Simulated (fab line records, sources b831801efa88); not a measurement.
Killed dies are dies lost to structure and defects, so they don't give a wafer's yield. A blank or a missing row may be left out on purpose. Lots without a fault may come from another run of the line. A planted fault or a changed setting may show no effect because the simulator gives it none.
Problem report in the 8D (eight disciplines) form, filled by code | flow sky130 | the parts of the form that need people (team, actions taken, sign-off) are left out

1. THE PROBLEM
oes_product_au at SKY_VIA3_ETCH_14 reads a mean of 0.808 a.u. on 5 wafers of 3 lots; wafers without a fault read 0.855 a.u. with a standard deviation of 0.0052. That is -9.0 standard deviations from the usual mean.
The step: etches BARC in N2/H2, stops on SiO2, time 45.9 s, target depth 60 nm.
First seen on wafer L274.1, day 43 15:59, on rie_diel-03. The record holds 45 wafers of 15 lots with a number at this step. Rule for "out", or "out of limits": more than 4 standard deviations from the usual mean. The other wafers with a number count as sound.

2. WHAT IT IS AND WHAT IT IS NOT
question                    | is                                     | is not
which readings at this step | oes_product_au                         | drypump_motor_current_A, rf_fwd_power_W, throttle_valve_pct
which lots                  | L274, L276, L277                       | L261, L263, L264, L265, L266, L267, L271, L272, L278, L279, L282, L283
which wafers of those lots  | L274.1, L274.6, L276.1, L277.1, L277.3 | L274.2, L276.4, L276.5, L277.2
read on which tools         | rie_diel-03                            | rie_diel-01, rie_diel-04
when                        | from day 43 15:59                      | up to then (25 sound wafers); but 15 sound wafers of L276, L277, L278, L279, L282, L283 came after

3. SUSPECTS, AND WHAT RULES EACH OUT
Counting: a tool at a process step up to the reading stays a suspect if it ran every lot that is out. Sound lots after the first of them don't rule it out here, since some wafers of a struck lot are sound.
- rie_diel-03 at SKY_VIA3_ETCH_14 (etches BARC in N2/H2, stops on SiO2, time 45.9 s, target depth 60 nm): kept. It ran every lot that is out, first L274 (day 43 15:59); its last sound lot up to then is L271 (day 43 06:08). Its own readings are out on those wafers: oes_product_au.
Left after counting: rie_diel-03 at SKY_VIA3_ETCH_14.

4. THE CAUSE (what the simulator had put in)
Process parameter drift: rie_diel-03, from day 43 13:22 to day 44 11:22, at SKY_VIA3_ETCH_14. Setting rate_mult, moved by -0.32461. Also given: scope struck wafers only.
Counting left only this tool.

5. THE CHAIN OF EFFECTS, in route order
Each row: a reading whose mean over the struck wafers that have a number lies more than 3 standard deviations from the usual. Only readings for which the record gives a usual standard deviation are gone through. hours: the time from each lot's start at the first step in this table that gives one to its start at this step, as a median over the lots. sigmas: the change in usual standard deviations.
hours | step              | reading                  | usual      | on struck wafers | change | sigmas
0     | SKY_VIA3_ETCH_14  | oes_product_au           | 0.855 a.u. | 0.808            | -0.047 | -9.0
0     | SKY_VIA3_ETCH_15  | oes_product_au           | 0.946 a.u. | 0.375            | -0.571 | -99 or more
0     | SKY_VIA3_STRIP_16 | strip_time_to_endpoint_s | 4.125 s    | 4.269            | +0.144 | +5.3
The process steps in it:
- SKY_VIA3_ETCH_14: etches BARC in N2/H2, stops on SiO2, time 45.9 s, target depth 60 nm.
- SKY_VIA3_ETCH_15: etches SiO2 in C4F8/O2/Ar, stops on TiN, target depth 507 nm, time 78 s.
- SKY_VIA3_STRIP_16: strips in O2/N2.

6. WHAT WOULD HAVE CAUGHT IT SOONER
In this record the first reading out of limits was taken at day 43 15:59, 3 hours after the fault began at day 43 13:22.
